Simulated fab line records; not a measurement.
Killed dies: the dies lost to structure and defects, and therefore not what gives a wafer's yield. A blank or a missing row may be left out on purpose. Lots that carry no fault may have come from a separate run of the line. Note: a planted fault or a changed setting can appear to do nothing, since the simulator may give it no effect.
Lot-split experiment :: flow sky130 :: 5 lots, 23 wafers read, on a route of 708 steps

## ON THE SPLIT
At SKY_VIA1_COAT_07 (resist thk 450 nm), the setting resist-thk-nm was moved away from the recipe's 450 nm on 9 of the 23 wafers read, by -4.4% to +5.7%. The other wafers ran this setting at the recipe's value.

Split to reading: the file shows no intervening step.

## THE READING
KrF-thick_of_VIA1_COAT_07.thk-nm (the simulator's own value, which no gauge read), in nm, at SKY_VIA1_ETCH_14 (etches BARC in N2/H2, stops on SiO2, time 45.9 s, target depth 60 nm). There is no usual value for it anywhere in the file. Across the 14 wafers here that went through the recipe, the average is 391.4 nm and the standard deviation 1.2 nm.

wafer: L074.1
tool, chamber at the split: litho-track-02, 0
resist-thk-nm as run, nm: 450
against the recipe: recipe
KrF-thick_of_VIA1_COAT_07.thk-nm, nm: 391.3
against lot-mates on the recipe: -

wafer: L074.2
tool, chamber at the split: litho-track-02, 0
resist-thk-nm as run, nm: 450
against the recipe: recipe
KrF-thick_of_VIA1_COAT_07.thk-nm, nm: 390.5
against lot-mates on the recipe: -

wafer: L074.3
tool, chamber at the split: litho-track-02, 0
resist-thk-nm as run, nm: 450
against the recipe: recipe
KrF-thick_of_VIA1_COAT_07.thk-nm, nm: 390.9
against lot-mates on the recipe: -

wafer: L074.5
tool, chamber at the split: litho-track-02, 0
resist-thk-nm as run, nm: 434.3
against the recipe: -3.5%
KrF-thick_of_VIA1_COAT_07.thk-nm, nm: 376.6
against lot-mates on the recipe: -14.3

wafer: L074.6
tool, chamber at the split: litho-track-02, 0
resist-thk-nm as run, nm: 434.3
against the recipe: -3.5%
KrF-thick_of_VIA1_COAT_07.thk-nm, nm: 376.1
against lot-mates on the recipe: -14.8

wafer: L079.2
tool, chamber at the split: litho-track-03, 0
resist-thk-nm as run, nm: 450
against the recipe: recipe
KrF-thick_of_VIA1_COAT_07.thk-nm, nm: 390.9
against lot-mates on the recipe: -

wafer: L079.4
tool, chamber at the split: litho-track-03, 0
resist-thk-nm as run, nm: 450
against the recipe: recipe
KrF-thick_of_VIA1_COAT_07.thk-nm, nm: 391.3
against lot-mates on the recipe: -

wafer: L079.5
tool, chamber at the split: litho-track-03, 0
resist-thk-nm as run, nm: 450
against the recipe: recipe
KrF-thick_of_VIA1_COAT_07.thk-nm, nm: 390.3
against lot-mates on the recipe: -

wafer: L082.1
tool, chamber at the split: litho-track-03, 0
resist-thk-nm as run, nm: 450
against the recipe: recipe
KrF-thick_of_VIA1_COAT_07.thk-nm, nm: 390.7
against lot-mates on the recipe: -

wafer: L082.2
tool, chamber at the split: litho-track-03, 0
resist-thk-nm as run, nm: 475.8
against the recipe: +5.7%
KrF-thick_of_VIA1_COAT_07.thk-nm, nm: 415.2
against lot-mates on the recipe: +23.7

wafer: L082.3
tool, chamber at the split: litho-track-03, 0
resist-thk-nm as run, nm: 475.8
against the recipe: +5.7%
KrF-thick_of_VIA1_COAT_07.thk-nm, nm: 417.3
against lot-mates on the recipe: +25.8

wafer: L082.4
tool, chamber at the split: litho-track-03, 0
resist-thk-nm as run, nm: 450
against the recipe: recipe
KrF-thick_of_VIA1_COAT_07.thk-nm, nm: 390.7
against lot-mates on the recipe: -

wafer: L082.6
tool, chamber at the split: litho-track-03, 0
resist-thk-nm as run, nm: 450
against the recipe: recipe
KrF-thick_of_VIA1_COAT_07.thk-nm, nm: 393.2
against lot-mates on the recipe: -

wafer: L081.1
tool, chamber at the split: litho-track-03, 0
resist-thk-nm as run, nm: 435.4
against the recipe: -3.2%
KrF-thick_of_VIA1_COAT_07.thk-nm, nm: 374.4
against lot-mates on the recipe: -16.2

wafer: L081.2
tool, chamber at the split: litho-track-03, 0
resist-thk-nm as run, nm: 450
against the recipe: recipe
KrF-thick_of_VIA1_COAT_07.thk-nm, nm: 391.7
against lot-mates on the recipe: -

wafer: L081.3
tool, chamber at the split: litho-track-03, 0
resist-thk-nm as run, nm: 435.4
against the recipe: -3.2%
KrF-thick_of_VIA1_COAT_07.thk-nm, nm: 374.7
against lot-mates on the recipe: -15.9

wafer: L081.4
tool, chamber at the split: litho-track-03, 0
resist-thk-nm as run, nm: 435.4
against the recipe: -3.2%
KrF-thick_of_VIA1_COAT_07.thk-nm, nm: 375.2
against lot-mates on the recipe: -15.4

wafer: L081.6
tool, chamber at the split: litho-track-03, 0
resist-thk-nm as run, nm: 450
against the recipe: recipe
KrF-thick_of_VIA1_COAT_07.thk-nm, nm: 389.5
against lot-mates on the recipe: -

wafer: L084.1
tool, chamber at the split: litho-track-03, 0
resist-thk-nm as run, nm: 450
against the recipe: recipe
KrF-thick_of_VIA1_COAT_07.thk-nm, nm: 392.5
against lot-mates on the recipe: -

wafer: L084.2
tool, chamber at the split: litho-track-03, 0
resist-thk-nm as run, nm: 450
against the recipe: recipe
KrF-thick_of_VIA1_COAT_07.thk-nm, nm: 391.8
against lot-mates on the recipe: -

wafer: L084.3
tool, chamber at the split: litho-track-03, 0
resist-thk-nm as run, nm: 450
against the recipe: recipe
KrF-thick_of_VIA1_COAT_07.thk-nm, nm: 394.5
against lot-mates on the recipe: -

wafer: L084.4
tool, chamber at the split: litho-track-03, 0
resist-thk-nm as run, nm: 430.1
against the recipe: -4.4%
KrF-thick_of_VIA1_COAT_07.thk-nm, nm: 373.2
against lot-mates on the recipe: -19.7

wafer: L084.6
tool, chamber at the split: litho-track-03, 0
resist-thk-nm as run, nm: 430.1
against the recipe: -4.4%
KrF-thick_of_VIA1_COAT_07.thk-nm, nm: 372
against lot-mates on the recipe: -20.9

FIT RESULTS
A straight line over all 23 wafers: KrF-thick_of_VIA1_COAT_07.thk-nm changes by +4.45 nm for each +1% of resist-thk-nm; r = +0.99; the points scatter about the line by 1.4 nm.
The same after taking each lot's own level away (the mean of its wafers on the recipe; 23 wafers): +4.45 nm for each +1%; r = +1.00; scatter 1.1 nm.
Per that fit: largest resist-thk-nm move, reading shift of 26 nm.
From 390.60 to 392.93 nm: that is the span of the lots' own levels, equal to 1.9 times the standard deviation above.
Consequently the slope shifts little with the lot-to-lot level, the two slopes agreeing.
Check: +26 nm against its lot-mates is what the line predicts for one of the wafers moved furthest among these (+5.7%) when that wafer is left out of the fit. It came out at +23.7 nm against them.

## FURTHER SPLITS ON THESE WAFERS
These wafers also went through other splits before the reading. Each is held against what the fit with the lots' levels taken away leaves over:
other split on the same wafers: SKY_LOCAL_INTERCONNECT_SPUTTER_00 power-w
wafers away from the commonest value: 8
r with KrF-thick_of_VIA1_COAT_07.thk-nm (lot level and that fit taken away): -0.34

other split on the same wafers: SKY_LOCAL_INTERCONNECT_ETCH_13 time-s
wafers away from the commonest value: 11
r with KrF-thick_of_VIA1_COAT_07.thk-nm (lot level and that fit taken away): +0.27

other split on the same wafers: SKY_CONTACT_HDPCVD_02 time-s
wafers away from the commonest value: 8
r with KrF-thick_of_VIA1_COAT_07.thk-nm (lot level and that fit taken away): -0.28

other split on the same wafers: SKY_CONTACT_EXPOSE_11 dose-mj
wafers away from the commonest value: 4
r with KrF-thick_of_VIA1_COAT_07.thk-nm (lot level and that fit taken away): -0.06

other split on the same wafers: SKY_CONTACT_CVD_24 pressure-torr
wafers away from the commonest value: 15
r with KrF-thick_of_VIA1_COAT_07.thk-nm (lot level and that fit taken away): +0.38

other split on the same wafers: SKY_METAL1_SPUTTER_01 time-s
wafers away from the commonest value: 7
r with KrF-thick_of_VIA1_COAT_07.thk-nm (lot level and that fit taken away): -0.31

## THE WHOLE CHAIN: every reading that the file lists as answering this split, in the file's order
step: SKY_VIA1_COAT_07
what it does: resist thk 450 nm
reading: KrF-thick_of_VIA1_COAT_07.thk-nm (the simulator's own value, which no gauge read)
change (the file's fit): +4.46 nm for each +1% of the setting
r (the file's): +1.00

step: SKY_VIA1_ETCH_14
what it does: etches BARC in N2/H2, stops on SiO2, time 45.9 s, target depth 60 nm
reading: KrF-thick_of_VIA1_COAT_07.thk-nm (the simulator's own value, which no gauge read)
change (the file's fit): +4.44 nm for each +1% of the setting
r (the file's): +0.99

step: SKY_VIA1_STRIP_16
what it does: strips in O2/N2
reading: strip-time-to-endpoint-s
change (the file's fit): withheld for each +1% of the setting
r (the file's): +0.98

## THE FILE'S OWN FIT
KrF-thick_of_VIA1_COAT_07.thk-nm changes by +4.44 nm for each +1% of resist-thk-nm, r = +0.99.
